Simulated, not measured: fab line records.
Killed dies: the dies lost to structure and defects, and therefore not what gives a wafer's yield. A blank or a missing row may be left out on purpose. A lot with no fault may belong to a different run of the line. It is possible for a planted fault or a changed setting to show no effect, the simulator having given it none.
Problem report in the 8D (eight disciplines) form, filled by code + flow sfq-line + the parts of the form that need people (team, actions taken, sign-off) are left out

## 1. PROBLEM STATEMENT
Wafers without a fault read 596.1 W, standard deviation 1.9; rf-fwd-power-W at SFQ_TRILAYER_M0_ETCH_METAL_ETCH_024 reads a mean of 691.4 W on 4 wafers belonging to 2 lots. Relative to the usual mean, that is a shift of +50 standard deviations.
The step: etches Nb in Cl2/Ar, stops on SiO2, target depth 240 nm, time 120 s.
Seen first at day 18 06:22 on rie-metal-02, wafer L220.3. Wafers with a number at this step in the record: 18, from 6 lots. Rule for "out" (also "out of limits"): further than 4 standard deviations from the usual mean. All remaining wafers that have a number are taken as sound.

## 2. WHAT THIS IS AND IS NOT
| question                    | is                             | is not                                                                         |
|-----------------------------|--------------------------------|--------------------------------------------------------------------------------|
| which readings at this step | rf-fwd-power-W                 | drypump-motor-current-A                                                        |
| which lots                  | L220, L222                     | L209, L218, L230, L231                                                         |
| which wafers of those lots  | L220.3, L220.5, L222.4, L222.5 | L220.6, L222.2                                                                 |
| read on which tools         | rie-metal-02                   | rie-metal-03, rie-metal-04                                                     |
| when                        | from day 18 06:22              | up to then (7 sound wafers); but 7 sound wafers of L222, L230, L231 came after |

## 3. THE SUSPECTS, EACH WITH WHAT RULES IT OUT
Counting: a tool at a process step up to the reading stays a suspect if it ran every lot that is out. Sound lots after the first of them don't rule it out here, since some wafers of a struck lot are sound.
- rie-metal-02 at SFQ_TRILAYER_M0_BARC_OPEN_METAL_ETCH_031 (etches BARC in O2, target depth 125 nm, time 41.7 s): kept. It ran every lot that is out, first L220 (day 18 06:16); its last sound lot up to then is L218 (day 17 14:39).
- rie-metal-02 at SFQ_TRILAYER_M0_ETCH_METAL_ETCH_024 (etches Nb in Cl2/Ar, stops on SiO2, target depth 240 nm, time 120 s): kept. It ran every lot that is out, first L220 (day 18 06:22); its last sound lot up to then is L218 (day 17 14:43). Its own readings are out on those wafers: rf-fwd-power-W.
- Within rie-metal-02 at SFQ_TRILAYER_M0_BARC_OPEN_METAL_ETCH_031: the wafers that are out ran in chamber 1; their sound lot-mates ran in chamber 0.
- Within rie-metal-02 at SFQ_TRILAYER_M0_ETCH_METAL_ETCH_024: the wafers that are out ran in chamber 1; their sound lot-mates ran in chamber 0.
After counting, rie-metal-02 at SFQ_TRILAYER_M0_BARC_OPEN_METAL_ETCH_031 and rie-metal-02 at SFQ_TRILAYER_M0_ETCH_METAL_ETCH_024 remain.

## 4. THE CAUSE (what the simulator had put in)
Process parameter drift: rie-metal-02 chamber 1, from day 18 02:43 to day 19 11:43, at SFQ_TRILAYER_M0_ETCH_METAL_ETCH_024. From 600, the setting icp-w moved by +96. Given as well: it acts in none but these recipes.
Of the 2 suspects that counting leaves, this tool is one.

## 5. THE CHAIN OF EFFECTS, in route order
One row per reading whose mean, taken over the struck wafers that have a number, lies over 3 standard deviations from the usual. Scope: only readings with a usual standard deviation given in the record; hours: median across lots of the time from each lot's start at the first step in this table that gives one to its start at this step; sigmas: change in usual standard deviations.
| hours | step                                | reading        | usual   | on struck wafers | change | sigmas |
|-------|-------------------------------------|----------------|---------|------------------|--------|--------|
| 0     | SFQ_TRILAYER_M0_ETCH_METAL_ETCH_024 | rf-fwd-power-W | 596.1 W | 691.4            | +95.2  | +50    |
Process steps it contains:
- SFQ_TRILAYER_M0_ETCH_METAL_ETCH_024: etches Nb in Cl2/Ar, stops on SiO2, target depth 240 nm, time 120 s.

## 6. HOW IT WOULD HAVE BEEN CAUGHT EARLIER
4 hours passed between the start of the fault at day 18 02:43 and the first reading out of limits in this record, taken at day 18 06:22.
